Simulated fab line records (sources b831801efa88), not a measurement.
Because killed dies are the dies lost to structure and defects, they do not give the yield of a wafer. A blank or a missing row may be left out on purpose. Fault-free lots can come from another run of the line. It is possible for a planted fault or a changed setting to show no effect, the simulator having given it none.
Check for tools in common | flow sky130 | 11 lots, 33 wafers sampled

## WHAT PROMPTED THE OPENING
SKY_GATE_OXIDE_THK_MEAS_02, reading GATE_OXIDE_OXIDATION_00_THK: flagged on 3 of 11 lots. No-fault wafers: 9.51 nm, standard deviation 0.19.
Rule: a lot is flagged when every wafer of it that has a number lies more than 4 standard deviations from that mean, or none has a number. The other lots count as sound.

lot  | measured     | on            | GATE_OXIDE_OXIDATION_00_THK (nm), wafer by wafer | flag
L148 | day 12 19:10 | film_metro-01 | 9.30 9.21 9.32                                   |
L151 | day 13 13:48 | film_metro-04 | 9.16 9.18 9.33                                   |
L153 | day 14 17:08 | film_metro-04 | 15.26 15.52 15.41                                | FLAGGED
L154 | day 14 19:46 | film_metro-01 | 9.61 9.63 9.78                                   |
L155 | day 15 05:37 | film_metro-02 | 9.71 9.71 9.71                                   |
L157 | day 15 22:02 | film_metro-01 | 9.48 9.71 9.64                                   |
L160 | day 16 22:50 | film_metro-02 | 15.47 15.70 15.77                                | FLAGGED
L161 | day 17 15:44 | film_metro-01 | 15.90 15.90 15.82                                | FLAGGED
L165 | day 18 16:01 | film_metro-02 | 9.28 9.48 9.44                                   |
L167 | day 19 08:25 | film_metro-04 | 9.48 9.63 9.75                                   |
L170 | day 20 22:05 | film_metro-04 | 9.48 9.63 9.43                                   |
The numbers of the flagged lots are 15.64 nm on average: +6.13 nm against the usual, or +32 standard deviations.

## LOT BY LOT: THE TOOL USED
2 process steps preceding the reading are held in the record, out of 708 steps in the route. Cell contents, in order: the tool; ch with the chambers the sampled wafers went through; the start.
lot  | flag    | SKY_FIELD_ISO_ETCH_15             | SKY_GATE_OXIDE_OXIDATION_01
L148 |         | rie_diel-03 ch 1,2,3, day 2 05:59 | furnace-01 ch 0, day 12 17:46
L151 |         | rie_diel-03 ch 1,2,3, day 2 20:03 | furnace-02 ch 0, day 13 12:23
L153 | FLAGGED | rie_diel-04 ch 2,3, day 3 08:16   | furnace-01 ch 0, day 14 12:40
L154 |         | rie_diel-03 ch 1,2,3, day 3 12:46 | furnace-02 ch 0, day 14 18:22
L155 |         | rie_diel-01 ch 0,3, day 3 18:52   | furnace-02 ch 0, day 15 04:11
L157 |         | rie_diel-03 ch 0,1,2, day 4 04:25 | furnace-02 ch 0, day 15 20:38
L160 | FLAGGED | rie_diel-03 ch 0,3, day 4 19:57   | furnace-02 ch 0, day 16 18:49
L161 | FLAGGED | rie_diel-03 ch 0,1,3, day 5 01:18 | furnace-02 ch 0, day 17 11:28
L165 |         | rie_diel-01 ch 0,1,3, day 5 20:52 | furnace-01 ch 0, day 18 14:37
L167 |         | rie_diel-03 ch 2,3, day 6 07:39   | furnace-02 ch 0, day 19 07:00
L170 |         | rie_diel-04 ch 0,1,3, day 7 01:12 | furnace-02 ch 0, day 20 20:41
These steps, and what they do:
- SKY_FIELD_ISO_ETCH_15: etches the open film in CHF3/O2, stops on Si, target depth 180 nm, time 72 s.
- SKY_GATE_OXIDE_OXIDATION_01: stabilise 600 s, purge 300 s, target thk 10.268 nm.
- SKY_GATE_OXIDE_THK_MEAS_02

## FLAGGED AGAINST TOTAL, ONE TOOL AT A TIME (gauges that did the reading follow at the end)
step                        | tool          | lots run | flagged | share of the flagged lots | sound lots run after its first flagged lot
SKY_FIELD_ISO_ETCH_15       | rie_diel-01   | 2        | 0       | none                      | -
SKY_FIELD_ISO_ETCH_15       | rie_diel-03   | 7        | 2       | some                      | 1 (L167)
SKY_FIELD_ISO_ETCH_15       | rie_diel-04   | 2        | 1       | some                      | 1 (L170)
SKY_GATE_OXIDE_OXIDATION_01 | furnace-01    | 3        | 1       | some                      | 1 (L165)
SKY_GATE_OXIDE_OXIDATION_01 | furnace-02    | 8        | 2       | some                      | 2 (L167,L170)
SKY_GATE_OXIDE_THK_MEAS_02  | film_metro-01 | 4        | 1       | some                      | 0
SKY_GATE_OXIDE_THK_MEAS_02  | film_metro-02 | 3        | 1       | some                      | 1 (L165)
SKY_GATE_OXIDE_THK_MEAS_02  | film_metro-04 | 4        | 1       | some                      | 2 (L167,L170)

## WHAT THE TABLE PERMITS
No row of the table ran every flagged lot.

## WHAT THE SIMULATOR HAD INSERTED
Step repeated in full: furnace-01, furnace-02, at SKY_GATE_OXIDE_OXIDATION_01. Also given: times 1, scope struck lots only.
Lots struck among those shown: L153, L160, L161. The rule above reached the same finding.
